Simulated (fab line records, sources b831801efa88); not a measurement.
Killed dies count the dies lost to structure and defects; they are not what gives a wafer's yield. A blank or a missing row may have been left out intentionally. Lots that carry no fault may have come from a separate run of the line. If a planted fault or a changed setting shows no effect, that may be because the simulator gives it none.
A struck lot beside a sound one | flow gf180mcu | 24 steps out of a route of 602
Sound: these wafers, L509.1, L509.2, L509.3. Struck: wafer L516.4. (L516.6 of the same lot was not struck and is left out.) The cause comes at the end.
At each step with rows: each side's tool, then ch and its chambers, then its first start. Under that, the readings that differ: sound wafers | struck wafers | difference of the means | sigmas: that difference in standard deviations of wafers without a fault.
alike: words and numbers the same on both sides, and readings whose means are apart by under 2 such deviations; not compared: readings that were withheld, readings missing a value for some wafer, numbers with overlapping values and no deviation given by the record, and bounds like >300 which may hide the same value.
A row with sigmas, a row that says differs or no value, or rows on one side alone: a step with any of these is where the two part. Non-overlapping numbers with no deviation appear without sigmas and do not part them. A reading that every wafer of one side lacks parts them only if that side has two wafers or more.

GF_M5_STRIP_11: strips in O2/N2.
  sound on plasma asher-01 ch 0,1, day 28 16:41; struck on plasma asher-01 ch 1, day 30 19:10
  alike: drypump motor current A, heater power w, oes product au, platen temp c, strip time to endpoint s
  not compared: rf hours counter h
then, 3 steps without rows for these wafers: GF_M5_STRIP_12 (strips in post etch residue remover, time 1200 s); GF_M5_CLEAN_13 (cleans in DIW); GF_V5_CVD_00 (deposits SiO2, target thk 300 nm, time 50 s).
GF_V5_THK_MEAS_01:
  sound: film metro-01 at day 28 17:18; struck: film metro-01 at day 30 19:46
  alike: V5_CVD_00_THK
GF_V5_CVD_02: deposits SiO2 from TEOS, target thk 1450 nm, time 163.28 s.
  sound on pecvd-03 ch 0,1,2, day 28 17:22; struck on pecvd-01 ch 0, day 30 19:51
  alike: heater power w
GF_V5_THK_MEAS_03:
  sound: film metro-04 at day 28 17:28; struck: film metro-04 at day 30 19:56
  alike: V5_CVD_02_THK
GF_V5_CMP_04: polishes SiO2.
  sound on cmp-01 ch 0,1,2, day 28 17:32; struck on cmp-02 ch 2, day 30 19:58
  alike: motor current A, slurry filter dp kPa
GF_V5_BOW_MEAS_05:
  sound: film metro-04 at day 28 17:50; struck: film metro-04 at day 30 20:19
  reading     | sound       | struck | difference | sigmas
  V5_BOW (um) | 151 128 139 | 116    | -23        | -2
then, 3 steps without rows for these wafers: GF_V5_DEHYDRATE_06 (time 60 s); GF_V5_HMDS_07 (prime time 60 s); GF_V5_COAT_08.
GF_V5_COAT_09: resist thk 1000 nm.
  sound on litho track-03 ch 0, day 29 02:00; struck on litho track-02 ch 0, day 31 05:00
  reading                             | sound           | struck | difference | sigmas
  model.KrF_of_V5_COAT_09.thk nm (nm) | 999.4 1001 1003 | 1062   | +61        |
then, 3 steps without rows for these wafers: GF_V5_SOFTBAKE_10 (time 60 s); GF_V5_EXPOSE_11 (exposes mask Via5, target cd 260 nm); GF_V5_PEB_12 (peb time 90 s).
GF_V5_DEVELOP_13: develop time 60 s.
  sound on litho track-01 ch 0, day 29 12:44; struck on litho track-02 ch 0, day 31 14:10
  reading                             | sound             | struck | difference | sigmas
  model.KrF_of_V5_COAT_09.thk nm (nm) | 984.5 985.7 987.9 | 1047   | +61        |
GF_V5_CD_MEAS_14 targets a cd of 260 nm.
  sound: cd sem-01 at day 29 12:53; struck: cd sem-02 at day 31 14:17
  alike: cd nm
GF_V5_OVL_MEAS_15:
  sound: overlay-02 at day 29 13:01; struck: overlay-02 at day 31 14:22
  alike: V5_OVL
GF_V5_ETCH_16: etches BARC in N2/H2.
  sound on rie diel-01 ch 0,1,3, day 29 13:02; struck on rie diel-03 ch 0, day 31 14:23
  reading             | sound             | struck | difference | sigmas
  h2 flow sccm (sccm) | 199.1 199.9 198.7 | 200.5  | +1.3       | +2
  model.V5.cd nm (nm) | 260.1 260.1 259.6 | 260.2  | +0.3       |
  alike: drypump motor current A, oes product au, throttle valve pct
GF_V5_ETCH_17: etches SiO2 in C4F8/O2/Ar, stops on TiN, target depth 855 nm.
  sound: rie diel-01 ch 0,1,3; struck: rie diel-03 ch 0
  alike: oes product au
  not compared: model.V5.cd nm
GF_V5_STRIP_18: strips in O2/N2.
  sound on plasma asher-04 ch 0,1, day 29 13:11; struck on plasma asher-01 ch 1, day 31 14:35
  reading               | sound             | struck | difference | sigmas
  oes product au (a.u.) | 0.563 0.563 0.565 | 0.598  | +0.034     | +7
  alike: drypump motor current A, heater power w, platen temp c
  not compared: rf hours counter h
then, 1 step without rows for these wafers: GF_V5_STRIP_19 (strips in post etch residue remover, time 1200 s).
GF_PASSIVATION_PROBE_99:
  rows exist in the record for the struck wafers here (prober-01, day 33 05:25), but not for the sound ones

## WHERE THEY PART
Last at GF_PASSIVATION_PROBE_99 as far as this record goes, first at GF_V5_BOW_MEAS_05.

WHY: what had been put in by the simulator
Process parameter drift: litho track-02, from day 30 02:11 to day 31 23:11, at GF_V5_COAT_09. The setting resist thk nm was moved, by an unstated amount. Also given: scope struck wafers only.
